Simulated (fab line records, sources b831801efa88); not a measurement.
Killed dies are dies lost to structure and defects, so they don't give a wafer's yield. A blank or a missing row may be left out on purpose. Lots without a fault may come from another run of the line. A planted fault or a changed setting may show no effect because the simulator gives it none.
One fault seen from 2 desks | flow gf180mcu | each desk has only its own numbers; what lay behind them comes last

THE METROLOGY DESK
What the gauges read, lot by lot, whatever tool the lot ran on: means of the sampled wafers that have a number. A lot is out of limits, marked OUT, if its mean lies more than 4 standard deviations from the usual mean; the brackets give that distance.
Columns: A = HV_LDD_2_TW at GF_HV_LDD_TW_MEAS_23, usual 1062
lot  | first seen here | A
L612 | day 10 22:27    | 1071
L613 | day 11 05:37    | 1055
L615 | day 11 14:43    | 1055
L618 | day 12 16:08    | 1061
L619 | day 12 23:22    | 1047
L620 | day 13 09:37    | 1067
L621 | day 13 16:59    | 1056
L622 | day 14 01:35    | 1077
L627 | day 15 15:26    | 1064
L628 | day 15 22:50    | 1079
L631 | day 16 18:00    | 1060
L633 | day 17 10:02    | 1053
L635 | day 17 23:51    | 1050
This desk's finding: nothing out of limits on any of the 13 lots.

THE TOOL OWNER'S DESK: litho_track-02
The tool's own readings at GF_HV_LDD_DEVELOP_30 (develop time 60 s): means of the sampled wafers that have a number, for each lot that ran on this tool. A lot is out of limits, marked OUT, if its mean lies more than 4 standard deviations from the usual mean; the brackets give that distance.
Columns: A = developer_temp_C at GF_HV_LDD_DEVELOP_30, usual 23.03 C; B = resist_line_temp_C at GF_HV_LDD_DEVELOP_30, usual 23.03 C
lot  | first seen here | A                | B
L615 | day 12 09:29    | 23.11            | 23.13
L618 | day 13 11:25    | 23.07            | 23.02
L619 | day 13 20:08    | 24.05 (+10) OUT  | 23.06
L620 | day 14 05:53    | 23.83 (+8.2) OUT | 23.06
L622 | day 14 21:20    | 23.90 (+8.9) OUT | 23.04
This desk's finding: out of limits on L619, L620, L622; first on L619, day 13 20:08 (developer_temp_C at GF_HV_LDD_DEVELOP_30). In limits: L615, L618.

PUT TOGETHER
The tool owner's desk could have raised an alarm at day 13 20:08, on L619, L620, L622.
The metrology desk saw nothing out of limits.
The metrology desk has L619, L620, L622 on record, within its limits.
Of the lots named, all ran GF_HV_LDD_DEVELOP_30 on litho_track-02.

WHAT THE SIMULATOR HAD PUT IN
Process parameter drift: litho_track-02, from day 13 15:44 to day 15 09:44, at GF_HV_LDD_DEVELOP_30. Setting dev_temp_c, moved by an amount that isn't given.
Lots struck among those shown: L619, L620, L622.
Hours from the fault's start to each desk's first reading out of limits: the tool owner's desk, 4.
